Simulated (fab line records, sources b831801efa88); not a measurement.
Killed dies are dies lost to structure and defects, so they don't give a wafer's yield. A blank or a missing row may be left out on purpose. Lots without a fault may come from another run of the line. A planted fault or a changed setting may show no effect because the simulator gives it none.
Problem report in the 8D (eight disciplines) form, filled by code | flow sfq_line | the parts of the form that need people (team, actions taken, sign-off) are left out

1. THE PROBLEM
run_length_s at SFQ_TRILAYER_M5_BARC_OPEN_METAL_ETCH_161 reads a mean of 81.9 s on 2 wafers of 2 lots; wafers without a fault read 69.7 s with a standard deviation of 0.6. That is +20 standard deviations from the usual mean.
The step: etches BARC in O2, target depth 125 nm, time 41.7 s.
First seen on wafer L755.6, day 63 04:50, on rie_metal-01. The record holds 40 wafers of 14 lots with a number at this step. Rule for "out", or "out of limits": more than 4 standard deviations from the usual mean. The other wafers with a number count as sound.

2. WHAT IT IS AND WHAT IT IS NOT
question                    | is                           | is not
which readings at this step | run_length_s, oes_product_au | drypump_motor_current_A
which lots                  | L755, L758                   | L743, L744, L746, L747, L748, L749, L760, L761, L762, L764, L765, L766
which wafers of those lots  | L755.6, L758.4               | L755.3, L758.3
read on which tools         | rie_metal-01                 | rie_metal-02, rie_metal-04
when                        | from day 63 04:50            | up to then (19 sound wafers); but 19 sound wafers of L758, L760, L761, L762, L764, L765, L766 came after

3. SUSPECTS, AND WHAT RULES EACH OUT
Counting: a tool at a process step up to the reading stays a suspect if it ran every lot that is out. Sound lots after the first of them don't rule it out here, since some wafers of a struck lot are sound.
- rie_metal-02 at SFQ_TRILAYER_JJ_CE_STRIP_STRIP_120 (strips in O2): kept. It ran every lot that is out, first L755 (day 58 15:30); its last sound lot up to then is L746 (day 53 10:37).
- rie_metal-01 at SFQ_TRILAYER_M5_BARC_OPEN_METAL_ETCH_161 (etches BARC in O2, target depth 125 nm, time 41.7 s): kept. It ran every lot that is out, first L755 (day 63 04:50); its last sound lot up to then is L747 (day 58 11:46). Its own readings are out on those wafers: oes_product_au, run_length_s.
Left after counting: rie_metal-02 at SFQ_TRILAYER_JJ_CE_STRIP_STRIP_120, rie_metal-01 at SFQ_TRILAYER_M5_BARC_OPEN_METAL_ETCH_161.

4. THE CAUSE (what the simulator had put in)
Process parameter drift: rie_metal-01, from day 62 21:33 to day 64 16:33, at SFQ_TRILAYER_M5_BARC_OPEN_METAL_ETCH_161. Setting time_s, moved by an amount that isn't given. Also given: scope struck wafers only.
Counting left 2 suspects, and this tool is among them.

5. THE CHAIN OF EFFECTS, in route order
Each row: a reading whose mean over the struck wafers that have a number lies more than 3 standard deviations from the usual. Only readings for which the record gives a usual standard deviation are gone through. hours: the time from each lot's start at the first step in this table that gives one to its start at this step, as a median over the lots. sigmas: the change in usual standard deviations.
hours | step                                     | reading        | usual      | on struck wafers | change | sigmas
0     | SFQ_TRILAYER_M5_BARC_OPEN_METAL_ETCH_161 | oes_product_au | 0.685 a.u. | 0.611            | -0.075 | -16
0     | SFQ_TRILAYER_M5_BARC_OPEN_METAL_ETCH_161 | run_length_s   | 69.7 s     | 81.9             | +12.2  | +20
The process steps in it:
- SFQ_TRILAYER_M5_BARC_OPEN_METAL_ETCH_161: etches BARC in O2, target depth 125 nm, time 41.7 s.
Later measuring or inspecting steps at which every struck wafer that the step has a row for has a number for every such reading, and none has moved that far: SFQ_R5_THK_MEAS_934.

6. WHAT WOULD HAVE CAUGHT IT SOONER
In this record the first reading out of limits was taken at day 63 04:50, 7 hours after the fault began at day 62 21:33.
